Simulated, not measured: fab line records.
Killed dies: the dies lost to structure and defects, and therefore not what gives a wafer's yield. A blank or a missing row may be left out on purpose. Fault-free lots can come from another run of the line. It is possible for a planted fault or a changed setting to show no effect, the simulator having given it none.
fab line records	flow sky130
record: lots: 7	wafers: 21	lastDay: 49
route steps=708 shown VT_ADJUST_LVTN@105 VT_ADJUST_NCORE@119 VT_ADJUST_HVTR@131 VT_ADJUST_PCH@143 PAD_OPEN@708
lots that met no fault: from a run of the same line without faults
startH: start of the lot's first displayed wafer, in hours after the record's first day	waitH: hours elapsed since this lot's preceding step	" same as the row above	L1.1+2: several wafers, shown together as one row	- no value, or no start was given	* or withheld: withheld	< > ~ a bound
route shown NAME@n: names a module that has steps shown in the file, with the first one's number in the route	usual: mean/standard deviation of fault-free wafers	same: alike in all rows	chamber/n: place in a boat	sites: readings site by site	_std_site: the values' standard deviation	_edge_site: inner sites' mean taken away from outer sites' mean	radiusMm: for every site, how far away it sits from the centre of the wafer	mask NAME#n: copy n	behind: tool/chamber where the wafer was last shaped	hold: the reason the lot was held/the length of the hold in hours/how it ended	device: whichever transistor did not switch (one of n, p or np)	end of line: the tests these same wafers got at the end of their route	a step with no rows: only its recipe	killed: dies lost to structure and defects at the first sort, not the wafer's yield	map: dies across one wafer; x = killed, . = not, _ = none there
set.NAME: the run value of the setting; set.NAME@STEP: its run value at that earlier step	model.NAME: the simulator's own value behind a step, which no gauge read
lots at some steps of the route; a table a step, a row a wafer
services: from which hour (startH, from the record's first day; less than 0 if before it) a tool's chamber was out of use, for how many hours, and why
== steps ==
step: SKY_VT_ADJUST_LVTN_IMPLANT_08
recipe: species: B	energyKev: 30	doseCm2: 1.57e+12	tiltDeg: withheld
step: SKY_VT_ADJUST_LVTN_STRIP_09
recipe: chemistry: O2/N2	powerW: 1400	pressureMtorr: 1500	platenTempC: withheld	o2FlowSccm: 2862	n2FlowSccm: 300	overashFraction: 0.5
usual: drypumpMotorCurrentA: 6.1/0.45	oesProductAu: 0.721/0.0044	stripTimeToEndpointS: 36.99/0.092
lot.wafer	tool	chamber	startH	waitH	drypumpMotorCurrentA	oesProductAu	rfHoursCounterH	stripTimeToEndpointS
L692.2	plasmaAsher-03	0	150.94	0.1	5.6	0.715	45	37.03
L692.3	"	1	"	"	6.4	0.722	-	37.00
L692.6	"	1	"	"	6.4	0.725	-	36.97
L693.2	plasmaAsher-01	1	168.16	0.1	6.3	0.723	48	36.78
L693.3	"	0	"	"	6.7	0.729	-	36.87
L693.5	"	1	"	"	6.3	0.722	-	36.88
L695.2	plasmaAsher-03	1	169.56	0.1	6.4	0.724	47	36.98
L695.4	"	0	"	"	5.6	0.720	-	36.89
L695.5	"	0	"	"	5.7	0.710	-	37.00
L699.2	plasmaAsher-03	0	198.51	0.1	5.7	0.725	50	37.13
L699.4	"	1	"	"	6.4	0.721	-	37.01
L699.5	"	1	"	"	6.4	0.714	-	37.15
L705.1	plasmaAsher-01	0	233.46	0.1	6.7	0.722	55	37.07
L705.2	"	1	"	"	6.4	0.723	55	37.11
L705.3	"	0	"	"	6.7	0.716	-	36.97
L708.1	plasmaAsher-03	1	257.71	0.1	6.4	0.727	56	37.12
L708.3	"	1	"	"	6.4	0.724	-	37.04
L708.4	"	0	"	"	5.7	0.726	-	37.11
L709.1	plasmaAsher-02	0	260.77	0.1	6.0	0.721	10	36.99
L709.5	"	0	"	"	6.0	0.715	-	36.97
L709.6	"	1	"	"	5.4	0.724	-	37.06
step: SKY_VT_ADJUST_LVTN_TW_MEAS_10
usual: VT_ADJUST_LVTN_TW: 243.0/1.1
lot.wafer	tool	chamber	startH	waitH	VT_ADJUST_LVTN_TW
L692.2	filmMetro-02	-	151.05	0.1	240.9
L692.3	"	-	"	"	241.6
L692.6	"	-	"	"	242.1
L693.2	filmMetro-03	-	168.27	0.1	242.5
L693.3	"	-	"	"	242.8
L693.5	"	-	"	"	244.3
L695.2	filmMetro-03	-	169.67	0.1	244.6
L695.4	"	-	"	"	243.3
L695.5	"	-	"	"	242.2
L699.2	filmMetro-02	-	198.62	0.1	243.2
L699.4	"	-	"	"	242.6
L699.5	"	-	"	"	242.5
L705.1	filmMetro-03	-	233.56	0.1	241.8
L705.2	"	-	"	"	242.6
L705.3	"	-	"	"	241.9
L708.1	filmMetro-02	-	257.81	0.1	243.5
L708.3	"	-	"	"	244.2
L708.4	"	-	"	"	242.5
L709.1	filmMetro-03	-	260.87	0.1	241.5
L709.5	"	-	"	"	241.5
L709.6	"	-	"	"	242.9
step: SKY_VT_ADJUST_LVTN_DEHYDRATE_11
recipe: tempC: 200	timeS: 60
step: SKY_VT_ADJUST_LVTN_HMDS_12
recipe: primeTimeS: 60	primeTempC: 120
step: SKY_VT_ADJUST_LVTN_COAT_13
recipe: resist: NOVOLAK	spinRpm: 3000	resistThkNm: 1140
step: SKY_VT_ADJUST_LVTN_SOFTBAKE_14
recipe: tempC: 90	timeS: 60	resist: NOVOLAK
step: SKY_VT_ADJUST_LVTN_EXPOSE_15
recipe: maskId: HVN_STD_DERIVED	na: 0.6	sourceShape: conventional	sigmaOuter: 0.6	polarization: unpolarized	targetCdNm: 600	doseMj: 163
step: SKY_VT_ADJUST_LVTN_PEB_16
recipe: tempC: withheld	timeS: *	resist: NOVOLAK
step: SKY_VT_ADJUST_LVTN_DEVELOP_17
recipe: resist: NOVOLAK	developer: TMAH	developTimeS: 60	devTempC: 23
step: SKY_VT_ADJUST_LVTN_OVL_MEAS_18
usual: VT_ADJUST_LVTN_01_OVL: 0.3/1.2
lot.wafer	tool	chamber	startH	waitH	VT_ADJUST_LVTN_01_OVL[nm]
L692.2	overlay-01	-	171.28	0.1	2.6
L692.3	"	-	"	"	1.7
L692.6	"	-	"	"	0.7
L693.2	overlay-01	-	189.06	0.1	0.3
L693.3	"	-	"	"	0.8
L693.5	"	-	"	"	1.0
L695.2	overlay-01	-	190.31	0.1	2.5
L695.4	"	-	"	"	-0.6
L695.5	"	-	"	"	0.5
L699.2	overlay-02	-	220.73	0.1	2.3
L699.4	"	-	"	"	2.2
L699.5	"	-	"	"	3.5
L705.1	overlay-01	-	257.00	0.1	0.3
L705.2	"	-	"	"	-0.2
L705.3	"	-	"	"	2.1
L708.1	overlay-02	-	281.75	0.1	-0.3
L708.3	"	-	"	"	0.1
L708.4	"	-	"	"	-0.9
L709.1	overlay-01	-	285.50	0.1	1.0
L709.5	"	-	"	"	-0.1
L709.6	"	-	"	"	2.0
step: SKY_VT_ADJUST_LVTN_IMPLANT_19
recipe: species: B	energyKev: 30	doseCm2: 6.5e+11	tiltDeg: withheld
step: SKY_VT_ADJUST_LVTN_STRIP_20
recipe: chemistry: O2/N2	powerW: 1400	pressureMtorr: 1500	platenTempC: withheld	o2FlowSccm: 3000	n2FlowSccm: 300	overashFraction: 0.5
usual: drypumpMotorCurrentA: 6.1/0.44	oesProductAu: 0.715/0.0046	stripTimeToEndpointS: 14.18/0.04
lot.wafer	tool	chamber	startH	waitH	drypumpMotorCurrentA	oesProductAu	rfHoursCounterH	stripTimeToEndpointS
L692.2	plasmaAsher-03	0	171.46	0.1	5.6	0.717	48	14.18
L692.3	"	1	"	"	6.4	0.717	-	14.19
L692.6	"	1	"	"	6.4	0.717	-	14.19
L693.2	plasmaAsher-01	1	189.24	0.1	6.4	0.720	51	14.17
L693.3	"	1	"	"	6.4	0.712	-	14.19
L693.5	"	0	"	"	6.7	0.716	-	14.19
L695.2	plasmaAsher-01	0	190.49	0.1	6.7	0.704	51	14.21
L695.4	"	1	"	"	6.4	0.714	-	14.22
L695.5	"	1	"	"	6.4	0.712	-	14.21
L699.2	plasmaAsher-03	1	220.91	0.1	6.4	0.708	53	14.24
L699.4	"	0	"	"	5.7	0.722	-	14.24
L699.5	"	1	"	"	6.4	0.709	-	14.25
L705.1	plasmaAsher-03	1	257.19	0.1	6.4	0.707	56	14.16
L705.2	"	0	"	"	5.7	0.717	56	14.16
L705.3	"	1	"	"	6.4	0.710	-	14.17
L708.1	plasmaAsher-03	0	281.94	0.1	5.7	0.712	58	14.16
L708.3	"	0	"	"	5.6	0.727	-	14.18
L708.4	"	1	"	"	6.4	0.718	-	14.19
L709.1	plasmaAsher-03	0	285.69	0.1	5.7	0.718	59	14.14
L709.5	"	0	"	"	5.7	0.717	-	14.17
L709.6	"	1	"	"	6.4	0.714	-	14.09
step: SKY_VT_ADJUST_LVTN_TW_MEAS_21
usual: VT_ADJUST_LVTN_2_TW: 189.2/0.92
lot.wafer	tool	chamber	startH	waitH	VT_ADJUST_LVTN_2_TW
L692.2	filmMetro-04	-	171.57	0.1	189.5
L692.3	"	-	"	"	190.0
L692.6	"	-	"	"	189.5
L693.2	filmMetro-03	-	189.35	0.1	190.3
L693.3	"	-	"	"	190.6
L693.5	"	-	"	"	190.3
L695.2	filmMetro-02	-	190.60	0.1	188.4
L695.4	"	-	"	"	190.3
L695.5	"	-	"	"	187.9
L699.2	filmMetro-02	-	221.02	0.1	190.3
L699.4	"	-	"	"	190.7
L699.5	"	-	"	"	190.2
L705.1	filmMetro-02	-	257.29	0.1	189.3
L705.2	"	-	"	"	189.1
L705.3	"	-	"	"	189.2
L708.1	filmMetro-03	-	282.04	0.1	188.6
L708.3	"	-	"	"	189.2
L708.4	"	-	"	"	189.8
L709.1	filmMetro-03	-	285.79	0.1	189.0
L709.5	"	-	"	"	188.8
L709.6	"	-	"	"	188.8
step: SKY_VT_ADJUST_NCORE_DEHYDRATE_00
recipe: tempC: 200	timeS: 60
step: SKY_VT_ADJUST_NCORE_HMDS_01
recipe: primeTimeS: 60	primeTempC: 120
step: SKY_VT_ADJUST_NCORE_COAT_02
recipe: resist: NOVOLAK	spinRpm: 3000	resistThkNm: 1140
step: SKY_VT_ADJUST_NCORE_SOFTBAKE_03
recipe: tempC: 90	timeS: 60	resist: NOVOLAK
step: SKY_VT_ADJUST_NCORE_EXPOSE_04
recipe: maskId: LVTN_COMPLEMENT_THIN	na: 0.6	sourceShape: conventional	sigmaOuter: 0.6	polarization: unpolarized	targetCdNm: 380	doseMj: 139
step: SKY_VT_ADJUST_NCORE_PEB_05
recipe: tempC: withheld	timeS: *	resist: NOVOLAK
step: SKY_VT_ADJUST_NCORE_DEVELOP_06
recipe: resist: NOVOLAK	developer: TMAH	developTimeS: 60	devTempC: 23
step: SKY_VT_ADJUST_NCORE_CD_MEAS_07
recipe: targetCdNm: 380
usual: cdNm: 379.2/2.8
lot.wafer	tool	chamber	startH	waitH	cdNm
L692.2	cdSem-01	-	192.87	0.1	379.2
L692.3	"	-	"	"	380.5
L692.6	"	-	"	"	379.1
L693.2	cdSem-01	-	210.89	0.1	373.5
L693.3	"	-	"	"	373.4
L693.5	"	-	"	"	375.7
L695.2	cdSem-01	-	212.49	0.1	376.8
L695.4	"	-	"	"	378.6
L695.5	"	-	"	"	378.3
L699.2	cdSem-01	-	243.48	0.1	380.8
L699.4	"	-	"	"	383.8
L699.5	"	-	"	"	380.0
L705.1	cdSem-01	-	281.45	0.1	380.7
L705.2	"	-	"	"	378.4
L705.3	"	-	"	"	380.6
L708.1	cdSem-02	-	307.06	0.2	379.2
L708.3	"	-	"	"	376.5
L708.4	"	-	"	"	377.2
L709.1	cdSem-01	-	309.82	0.1	380.7
L709.5	"	-	"	"	380.0
L709.6	"	-	"	"	379.1
step: SKY_VT_ADJUST_NCORE_OVL_MEAS_08
usual: VT_ADJUST_NCORE_OVL: 1.1/1.4
lot.wafer	tool	chamber	startH	waitH	VT_ADJUST_NCORE_OVL[nm]
L692.2	overlay-01	-	192.98	0.1	2.0
L692.3	"	-	"	"	1.5
L692.6	"	-	"	"	3.0
L693.2	overlay-02	-	211.00	0.1	2.4
L693.3	"	-	"	"	3.4
L693.5	"	-	"	"	1.5
L695.2	overlay-02	-	212.60	0.1	1.1
L695.4	"	-	"	"	3.1
L695.5	"	-	"	"	1.5
L699.2	overlay-01	-	243.59	0.1	0.6
L699.4	"	-	"	"	1.5
L699.5	"	-	"	"	3.3
L705.1	overlay-02	-	281.57	0.1	-0.6
L705.2	"	-	"	"	1.3
L705.3	"	-	"	"	0.8
L708.1	overlay-01	-	307.18	0.1	1.3
L708.3	"	-	"	"	-0.1
L708.4	"	-	"	"	0.4
L709.1	overlay-02	-	309.94	0.1	1.2
L709.5	"	-	"	"	4.2
L709.6	"	-	"	"	2.8
step: SKY_VT_ADJUST_NCORE_IMPLANT_09
recipe: species: B	energyKev: 10	doseCm2: 2.4e+12	tiltDeg: withheld
step: SKY_VT_ADJUST_NCORE_STRIP_10
recipe: chemistry: O2/N2	powerW: 1400	pressureMtorr: 1500	platenTempC: withheld	o2FlowSccm: 3000	n2FlowSccm: 300	overashFraction: 0.5
usual: drypumpMotorCurrentA: 5.9/0.37	oesProductAu: 0.715/0.0044	stripTimeToEndpointS: 14.19/0.045
lot.wafer	tool	chamber	startH	waitH	drypumpMotorCurrentA	oesProductAu	rfHoursCounterH	stripTimeToEndpointS
L692.2	plasmaAsher-02	1	193.16	0.1	5.4	0.709	3	14.11
L692.3	"	1	"	"	5.4	0.717	-	14.14
L692.6	"	1	"	"	5.4	0.717	-	14.12
L693.2	plasmaAsher-02	1	211.18	0.1	5.4	0.713	5	14.16
L693.3	"	1	"	"	5.4	0.717	-	14.19
L693.5	"	1	"	"	5.4	0.716	-	14.16
L695.2	plasmaAsher-04	0	212.78	0.1	6.3	0.713	41	14.24
L695.4	"	1	"	"	5.8	0.719	-	14.19
L695.5	"	1	"	"	5.8	0.717	-	14.16
L699.2	plasmaAsher-02	1	243.77	0.1	5.4	0.719	8	14.22
L699.4	"	1	"	"	5.4	0.715	-	14.17
L699.5	"	0	"	"	6.0	0.710	-	14.22
L705.1	plasmaAsher-04	1	281.76	0.1	5.8	0.713	48	14.13
L705.2	"	0	"	"	6.4	0.718	48	14.13
L705.3	"	0	"	"	6.4	0.714	-	14.06
L708.1	plasmaAsher-02	1	307.36	0.1	5.4	0.716	15	14.25
L708.3	"	0	"	"	6.0	0.712	-	14.23
L708.4	"	1	"	"	5.4	0.706	-	14.23
L709.1	plasmaAsher-02	0	310.13	0.1	6.0	0.716	15	14.22
L709.5	"	1	"	"	5.4	0.722	-	14.21
L709.6	"	0	"	"	6.0	0.716	-	14.26
step: SKY_VT_ADJUST_NCORE_TW_MEAS_11
usual: VT_ADJUST_NCORE_TW: 220.1/1.4
lot.wafer	tool	chamber	startH	waitH	VT_ADJUST_NCORE_TW
L692.2	filmMetro-03	-	193.27	0.1	218.5
L692.3	"	-	"	"	219.0
L692.6	"	-	"	"	218.0
L693.2	filmMetro-01	-	211.29	0.1	219.9
L693.3	"	-	"	"	221.3
L693.5	"	-	"	"	220.2
L695.2	filmMetro-04	-	212.89	0.1	222.3
L695.4	"	-	"	"	221.9
L695.5	"	-	"	"	220.3
L699.2	filmMetro-03	-	243.88	0.1	219.5
L699.4	"	-	"	"	219.4
L699.5	"	-	"	"	219.4
L705.1	filmMetro-01	-	281.86	0.1	219.8
L705.2	"	-	"	"	219.1
L705.3	"	-	"	"	220.6
L708.1	filmMetro-04	-	307.46	0.1	221.3
L708.3	"	-	"	"	221.7
L708.4	"	-	"	"	222.1
L709.1	filmMetro-04	-	310.23	0.1	220.6
L709.5	"	-	"	"	221.9
L709.6	"	-	"	"	222.5
step: SKY_VT_ADJUST_HVTR_DEHYDRATE_00
recipe: tempC: 200	timeS: 60
step: SKY_VT_ADJUST_HVTR_HMDS_01
recipe: primeTimeS: 60	primeTempC: 120
step: SKY_VT_ADJUST_HVTR_COAT_02
recipe: resist: NOVOLAK	spinRpm: 3000	resistThkNm: 1140
step: SKY_VT_ADJUST_HVTR_SOFTBAKE_03
recipe: tempC: 90	timeS: 60	resist: NOVOLAK
step: SKY_VT_ADJUST_HVTR_EXPOSE_04
recipe: maskId: HVTRM	targetCdNm: 380	na: 0.6	sourceShape: conventional	sigmaOuter: 0.6	doseMj: 150
step: SKY_VT_ADJUST_HVTR_PEB_05
recipe: tempC: withheld	timeS: *	resist: NOVOLAK
step: SKY_VT_ADJUST_HVTR_DEVELOP_06
recipe: developTimeS: 57.85	devTempC: 23
step: SKY_VT_ADJUST_HVTR_CD_MEAS_07
recipe: targetCdNm: 380
usual: cdNm: 380.1/2.5
lot.wafer	tool	chamber	startH	waitH	cdNm
L692.2	cdSem-02	-	215.12	0.1	380.1
L692.3	"	-	"	"	379.8
L692.6	"	-	"	"	379.1
L693.2	cdSem-01	-	234.28	0.1	381.9
L693.3	"	-	"	"	384.1
L693.5	"	-	"	"	383.9
L695.2	cdSem-01	-	235.83	0.1	379.8
L695.4	"	-	"	"	380.0
L695.5	"	-	"	"	381.2
L699.2	cdSem-02	-	267.61	0.1	379.5
L699.4	"	-	"	"	378.1
L699.5	"	-	"	"	379.6
L705.1	cdSem-02	-	306.66	0.1	378.3
L705.2	"	-	"	"	381.0
L705.3	"	-	"	"	381.8
L708.1	cdSem-02	-	332.49	0.1	382.5
L708.3	"	-	"	"	382.9
L708.4	"	-	"	"	381.6
L709.1	cdSem-01	-	335.64	0.1	377.7
L709.5	"	-	"	"	378.6
L709.6	"	-	"	"	380.9
step: SKY_VT_ADJUST_HVTR_OVL_MEAS_08
usual: VT_ADJUST_HVTR_OVL: 0.1/1.1
lot.wafer	tool	chamber	startH	waitH	VT_ADJUST_HVTR_OVL[nm]
L692.2	overlay-02	-	215.23	0.1	0.0
L692.3	"	-	"	"	0.2
L692.6	"	-	"	"	1.4
L693.2	overlay-01	-	234.39	0.1	0.6
L693.3	"	-	"	"	-0.8
L693.5	"	-	"	"	-0.3
L695.2	overlay-01	-	235.94	0.1	0.4
L695.4	"	-	"	"	-2.0
L695.5	"	-	"	"	-0.1
L699.2	overlay-02	-	267.71	0.1	1.8
L699.4	"	-	"	"	-0.6
L699.5	"	-	"	"	1.1
L705.1	overlay-02	-	306.78	0.1	-2.8
L705.2	"	-	"	"	0.5
L705.3	"	-	"	"	-0.5
L708.1	overlay-01	-	332.61	0.1	1.1
L708.3	"	-	"	"	1.3
L708.4	"	-	"	"	0.9
L709.1	overlay-02	-	335.76	0.1	0.7
L709.5	"	-	"	"	0.4
L709.6	"	-	"	"	0.9
step: SKY_VT_ADJUST_HVTR_IMPLANT_09
recipe: species: B	energyKev: 10	doseCm2: 2.1e+12	tiltDeg: withheld
step: SKY_VT_ADJUST_HVTR_STRIP_10
recipe: chemistry: O2/N2	powerW: 1400	pressureMtorr: 1500	platenTempC: withheld	o2FlowSccm: 3000	n2FlowSccm: 300	overashFraction: 0.5
usual: drypumpMotorCurrentA: 6.2/0.41	oesProductAu: 0.716/0.0043	stripTimeToEndpointS: 14.18/0.036
lot.wafer	tool	chamber	startH	waitH	drypumpMotorCurrentA	oesProductAu	rfHoursCounterH	stripTimeToEndpointS
L692.2	plasmaAsher-01	1	215.41	0.1	6.4	0.716	53	14.13
L692.3	"	0	"	"	6.7	0.716	-	14.17
L692.6	"	0	"	"	6.7	0.716	-	14.18
L693.2	plasmaAsher-02	1	234.57	0.1	5.4	0.717	7	14.23
L693.3	"	0	"	"	6.0	0.722	-	14.18
L693.5	"	0	"	"	6.0	0.715	-	14.25
L695.2	plasmaAsher-04	0	236.12	0.1	6.3	0.715	43	14.23
L695.4	"	0	"	"	6.3	0.719	-	14.23
L695.5	"	0	"	"	6.4	0.708	-	14.21
L699.2	plasmaAsher-04	0	267.89	0.1	6.3	0.714	46	14.17
L699.4	"	1	"	"	5.8	0.724	-	14.17
L699.5	"	0	"	"	6.4	0.710	-	14.22
L705.1	plasmaAsher-02	0	306.96	0.1	6.0	0.717	15	14.18
L705.2	"	1	"	"	5.4	0.725	15	14.12
L705.3	"	1	"	"	5.4	0.716	-	14.15
L708.1	plasmaAsher-01	1	332.79	0.1	6.4	0.713	65	14.16
L708.3	"	0	"	"	6.6	0.720	-	14.14
L708.4	"	1	"	"	6.3	0.710	-	14.20
L709.1	plasmaAsher-04	1	335.94	0.1	5.8	0.717	53	14.18
L709.5	"	0	"	"	6.4	0.713	-	14.22
L709.6	"	1	"	"	5.8	0.716	-	14.14
step: SKY_VT_ADJUST_HVTR_TW_MEAS_11
usual: VT_ADJUST_HVTR_TW: 212.0/1.4
lot.wafer	tool	chamber	startH	waitH	VT_ADJUST_HVTR_TW
L692.2	filmMetro-03	-	215.52	0.1	211.7
L692.3	"	-	"	"	209.5
L692.6	"	-	"	"	211.1
L693.2	filmMetro-02	-	234.68	0.1	214.5
L693.3	"	-	"	"	213.6
L693.5	"	-	"	"	213.8
L695.2	filmMetro-01	-	236.23	0.1	210.7
L695.4	"	-	"	"	210.1
L695.5	"	-	"	"	210.8
L699.2	filmMetro-03	-	268.00	0.1	212.2
L699.4	"	-	"	"	212.3
L699.5	"	-	"	"	212.7
L705.1	filmMetro-01	-	307.06	0.1	210.5
L705.2	"	-	"	"	211.5
L705.3	"	-	"	"	209.8
L708.1	filmMetro-02	-	332.89	0.1	214.0
L708.3	"	-	"	"	213.2
L708.4	"	-	"	"	213.6
L709.1	filmMetro-01	-	336.04	0.1	208.2
L709.5	"	-	"	"	209.2
L709.6	"	-	"	"	209.5
step: SKY_VT_ADJUST_PCH_DEHYDRATE_00
recipe: tempC: 200	timeS: 60
step: SKY_VT_ADJUST_PCH_HMDS_01
recipe: primeTimeS: 60	primeTempC: 120
step: SKY_VT_ADJUST_PCH_COAT_02
recipe: spinRpm: 2000	resistThkNm: 3000
step: SKY_VT_ADJUST_PCH_SOFTBAKE_03
recipe: tempC: 110	timeS: withheld
step: SKY_PAD_OPEN_PROBE_99
usual: killed_at_M0_to_M3: 44/6.8	killed_at_M4_up: 2.9/1.7	killedAtContacts: 24/5.2	killedAtFrontEnd: 15/4	killedAtOther: 0.2/0.44	killedDies: 86/9.9	killedOpen: 47/7.9	killedShort: 39/6.3
same: grossDies: 492	killedAtBackSide: 0
lot.wafer	tool	chamber	startH	waitH	killed_at_M0_to_M3	killed_at_M4_up	killedAtContacts	killedAtFrontEnd	killedAtOther	killedDies	killedOpen	killedShort
L692.2	prober-02	-	1092.32	0.1	38	6	21	14	0	79	39	40
L692.3	prober-02	-	1092.37	0.2	38	1	19	13	0	71	39	31
L692.6	prober-02	-	1092.52	0.2	40	2	26	13	0	81	40	39
L705.1	prober-01	-	1159.76	0.1	43	3	15	74	0	135	34	36
L705.2	prober-01	-	1159.81	0.1	33	4	20	78	0	135	43	27
L705.3	prober-01	-	1159.86	0.2	30	1	23	77	0	131	37	29
L708.1	prober-02	-	1175.29	0.1	44	4	18	75	0	141	46	27
L708.3	prober-02	-	1175.39	0.2	40	2	17	74	0	133	40	29
L708.4	prober-02	-	1175.44	0.2	40	1	18	77	0	136	42	28
L709.1	prober-01	-	1178.43	0.1	47	2	22	77	1	149	45	41
L709.5	prober-01	-	1178.63	0.2	38	0	18	84	0	140	33	35
L709.6	prober-01	-	1178.68	0.2	28	5	20	73	0	126	35	27
killed by level:class
L692.2 LI_CONTACT:geometricParticle:open=7 CONTACT:geometricParticle:short=6 CONTACT:geometricParticle:open=6 VIA2:geometricParticle:open=6 METAL1:geometricParticle:short=5 VIA1:geometricParticle:short=5 VIA1:geometricParticle:open=5 METAL2:geometricParticle:short=5
L692.3 VIA1:geometricParticle:open=11 CONTACT:geometricParticle:open=7 VIA3:geometricParticle:open=7 FIELD_ISO:geometricParticle:short=5 METAL1:geometricParticle:short=5 VIA2:geometricParticle:open=5 POLY_GATE:geometricParticle:short=4 LOCAL_INTERCONNECT:geometricParticle:short=4
L692.6 CONTACT:geometricParticle:open=10 VIA1:geometricParticle:open=8 VIA1:geometricParticle:short=8 LI_CONTACT:geometricParticle:open=7 VIA3:geometricParticle:open=6 VIA3:geometricParticle:short=6 POLY_GATE:geometricParticle:short=4 CONTACT:geometricParticle:short=4
L705.1 VT_ADJUST_LVTN:unspecified=65 VIA2:geometricParticle:open=8 CONTACT:geometricParticle:open=6 VIA1:geometricParticle:short=6 VIA1:geometricParticle:open=6 VIA3:geometricParticle:open=6 METAL3:geometricParticle:short=5 LI_CONTACT:geometricParticle:short=4
L705.2 VT_ADJUST_LVTN:unspecified=65 CONTACT:geometricParticle:open=10 VIA2:geometricParticle:open=7 VIA1:geometricParticle:open=6 LI_CONTACT:geometricParticle:open=5 VIA3:geometricParticle:open=5 VIA3:geometricParticle:short=5 METAL2:geometricParticle:short=4
L705.3 VT_ADJUST_LVTN:unspecified=65 LI_CONTACT:geometricParticle:open=12 CONTACT:geometricParticle:open=6 VIA3:geometricParticle:open=6 POLY_GATE:geometricParticle:short=5 VIA2:geometricParticle:open=5 LI_CONTACT:geometricParticle:short=4 FIELD_ISO:geometricParticle:short=3
L708.1 VT_ADJUST_LVTN:unspecified=68 VIA1:geometricParticle:open=9 CONTACT:geometricParticle:open=9 VIA2:geometricParticle:open=7 VIA3:geometricParticle:open=7 LI_CONTACT:geometricParticle:open=5 METAL1:geometricParticle:short=4 METAL2:geometricParticle:short=4
L708.3 VT_ADJUST_LVTN:unspecified=64 CONTACT:geometricParticle:open=8 VIA1:geometricParticle:open=8 VIA3:geometricParticle:open=6 METAL1:geometricParticle:short=6 METAL2:geometricParticle:short=6 VIA2:geometricParticle:short=4 FIELD_ISO:geometricParticle:open=3
L708.4 VT_ADJUST_LVTN:unspecified=66 CONTACT:geometricParticle:open=10 VIA3:geometricParticle:open=10 VIA1:geometricParticle:open=7 VIA3:geometricParticle:short=5 VIA1:geometricParticle:short=5 LOCAL_INTERCONNECT:geometricParticle:short=4 VIA2:geometricParticle:open=4
L709.1 VT_ADJUST_LVTN:unspecified=62 FIELD_ISO:geometricParticle:open=8 VIA1:geometricParticle:open=8 VIA1:geometricParticle:short=7 METAL2:geometricParticle:short=7 CONTACT:geometricParticle:short=6 CONTACT:geometricParticle:open=6 VIA2:geometricParticle:open=5
L709.5 VT_ADJUST_LVTN:unspecified=72 VIA1:geometricParticle:open=11 VIA3:geometricParticle:open=6 CONTACT:geometricParticle:short=5 VIA1:geometricParticle:short=5 METAL3:geometricParticle:short=5 FIELD_ISO:geometricParticle:short=4 CONTACT:geometricParticle:open=4
L709.6 VT_ADJUST_LVTN:unspecified=64 VIA1:geometricParticle:open=9 CONTACT:geometricParticle:open=7 METAL1:geometricParticle:short=4 LI_CONTACT:geometricParticle:open=4 CONTACT:geometricParticle:short=4 FIELD_ISO:geometricParticle:open=3 LOCAL_INTERCONNECT:geometricParticle:short=3
map L705.1 (x killed, . not)
__________.........._________
________..xx.........x_______
______..........x......._____
_____...........x..x.....____
____......x..x.x...x......___
___x......x........x.......__
__...........x.x.xx.x...x..._
_......xxx....xxxxx..x..x....
_..x...x....x.xxxxxxx.x......
_..x...xx..xxxxxxxxxxxx......
_xx..x..x..xxxxxxxxxxx...x.xx
_........x.xxxxxxxxxx.x.....x
_...........xxxxxxxxx..x.....
_x.x......x..x.xxxxxxx.......
_...........x.xxxx.x.......xx
__..xx.....x...xx.x..x......_
___...x...x.......x........__
____......................___
_____...x....x..........x____
______....x.x.x........._____
________...x.........._______
__________.x.x.....x_________
map L708.1 (x killed, . not)
__________.....xx.x._________
________.x.x...x...x.x_______
______.xxx...x.......x.._____
_____x..x.........x.....x____
____...................xx.___
___..x...xx.........x......__
__x..x.x.x..x...........x.x._
_..x..xxxx.....x.x........xx.
_..x.xxxxxxxxx.........x.....
_x..xxxxxxxxx.....x......xx..
_.xxxxxxxxxxxxx......x...x...
_...xxxxxxxxxx..x.....x.....x
_...xxxxxxxx.xxx......xx.....
_x....xxxxxx...x.........x..x
_.....x.xx.x.................
__......x.......x..........._
___.x.....xxx..x.x.x..x..x.__
____....x.x...............___
_____...xxx......x.......____
______.x.......xx......._____
________.x........x..._______
__________....x....._________
== services ==
tool	chamber	startH	hours	kind
plasmaAsher-02	-	137.60	43.3	pm
plasmaAsher-04	-	151.43	0.7	repair
plasmaAsher-01	-	205.14	2.2	repair
plasmaAsher-02	-	310.34	15.1	repair
== key ==
firstSign: step: SKY_PAD_OPEN_PROBE_99	reading: killedAtFrontEnd	direction: up	sigmas: 15	usual: 15	struck: 77
effect: step: SKY_PAD_OPEN_PROBE_99	reading: killedDies	direction: up	sigmas: 5.1	usual: 86	struck: 136
metAt SKY_VT_ADJUST_LVTN_STRIP_20
struckWafers L705.1,L705.2,L705.3,L708.1,L708.3,L708.4,L709.1,L709.5,L709.6
testerLeftOut L705,L708,L709
onsetBetween 220.91 257.19
alsoFits time
fault: kind: chamberParticleSource	tool: plasmaAsher-03	chamber: -	onsetH: 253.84	steps: SKY_VT_ADJUST_LVTN_STRIP_20	ratePerVisitCm2: 1.8504	endH: 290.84
testerLeftOut: of these lots the tester's yield and bins aren't shown, on N5 and GAA mostly nor the transistor test; their killed dies are dies lost to structure and defects alone, not to doping, threshold or leakage, so they don't give the yield
